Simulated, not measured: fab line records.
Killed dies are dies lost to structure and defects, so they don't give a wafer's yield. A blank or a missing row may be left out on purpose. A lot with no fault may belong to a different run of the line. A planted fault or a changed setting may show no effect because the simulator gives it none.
Shared-tool check -- flow gf180mcu -- 13 lots and 39 wafers in the sample

## WHY IT WAS OPENED
GF_HV_LDD_TW_MEAS_38, reading HV_LDD_3_TW: flagged on 1 of 13 lots. No-fault wafers: 1434, standard deviation 11.
Rule: a lot is flagged in two cases, either no wafer of it has a number, or all its wafers with numbers fall more than 4 standard deviations from that mean. As for the other lots, they are considered sound.

lot,measured,on,"HV_LDD_3_TW, wafer by wafer",flag
L171,day 11 14:55,film_metro-03,1445 1452 1449,
L172,day 11 22:59,film_metro-04,1426 1435 1432,
L175,day 12 22:14,film_metro-03,1446 1447 1450,
L178,day 13 23:50,film_metro-03,1436 1440 1435,
L179,day 14 06:13,film_metro-01,1422 1425 1412,
L181,day 14 22:39,film_metro-01,1422 1429 1424,
L183,day 15 13:35,film_metro-03,1444 1446 1448,
L184,day 15 21:19,film_metro-04,1424 1428 1419,
L185,day 16 01:45,film_metro-03,1449 1447 1448,
L188,day 17 04:23,film_metro-01,30 30 30,FLAGGED
L192,day 18 13:13,film_metro-04,1426 1427 1427,
L193,day 18 17:14,film_metro-03,1451 1439 1458,
L194,day 19 03:41,film_metro-04,1428 1428 1435,
Flagged lots average 30: -1404 relative to the usual, that is -99 or more standard deviations.

## EACH LOT AND THE TOOL IT RAN ON
The record holds 1 process step before the reading, out of a route of 602 steps. Every cell lists first the tool, next ch and the chambers used by the sampled wafers, and last the start.
lot,flag,GF_HV_LDD_EXPOSE_28
L171,,"iline_stepper-01 ch 0, day 11 05:20"
L172,,"iline_stepper-01 ch 0, day 11 13:03"
L175,,"iline_stepper-02 ch 0, day 12 11:36"
L178,,"iline_stepper-02 ch 0, day 13 12:29"
L179,,"iline_stepper-02 ch 0, day 13 19:02"
L181,,"iline_stepper-01 ch 0, day 14 11:09"
L183,,"iline_stepper-02 ch 0, day 15 01:51"
L184,,"iline_stepper-02 ch 0, day 15 09:18"
L185,,"iline_stepper-02 ch 0, day 15 14:20"
L188,FLAGGED,"iline_stepper-02 ch 0, day 16 16:43"
L192,,"iline_stepper-01 ch 0, day 18 00:50"
L193,,"iline_stepper-01 ch 0, day 18 04:16"
L194,,"iline_stepper-01 ch 0, day 18 14:53"
What the steps here do:
- GF_HV_LDD_EXPOSE_28: exposes mask Nplus HV AREA, target cd 400 nm.
- GF_HV_LDD_TW_MEAS_38

## FLAGGED AGAINST TOTAL, ONE TOOL AT A TIME (gauges that did the reading follow at the end)
step,tool,lots run,flagged,share of the flagged lots,sound lots run after its first flagged lot
GF_HV_LDD_EXPOSE_28,iline_stepper-01,6,0,none,-
GF_HV_LDD_EXPOSE_28,iline_stepper-02,7,1,all,0
GF_HV_LDD_TW_MEAS_38,film_metro-01,3,1,all,0
GF_HV_LDD_TW_MEAS_38,film_metro-03,6,0,none,-
GF_HV_LDD_TW_MEAS_38,film_metro-04,4,0,none,-

## WHAT THE TABLE PERMITS
In 2 table rows, all flagged lots were run: iline_stepper-02 (GF_HV_LDD_EXPOSE_28), film_metro-01 (GF_HV_LDD_TW_MEAS_38).
- iline_stepper-02 at GF_HV_LDD_EXPOSE_28 ran 7 lots, 1 of them flagged. A fault beginning between L185 (day 15 14:20), its last sound lot, and L188 (day 16 16:43), its first flagged one, fits the data.
- film_metro-01 at GF_HV_LDD_TW_MEAS_38 ran 3 lots, 1 of them flagged. A fault beginning between L181 (day 14 22:39), its last sound lot, and L188 (day 17 04:23), its first flagged one, fits the data.
Counting lots can't tell these 2 tools apart, because each fits a fault that began at some hour. More lots, or a look at what each step does to the wafer, might.

## WHAT THE SIMULATOR PUT IN
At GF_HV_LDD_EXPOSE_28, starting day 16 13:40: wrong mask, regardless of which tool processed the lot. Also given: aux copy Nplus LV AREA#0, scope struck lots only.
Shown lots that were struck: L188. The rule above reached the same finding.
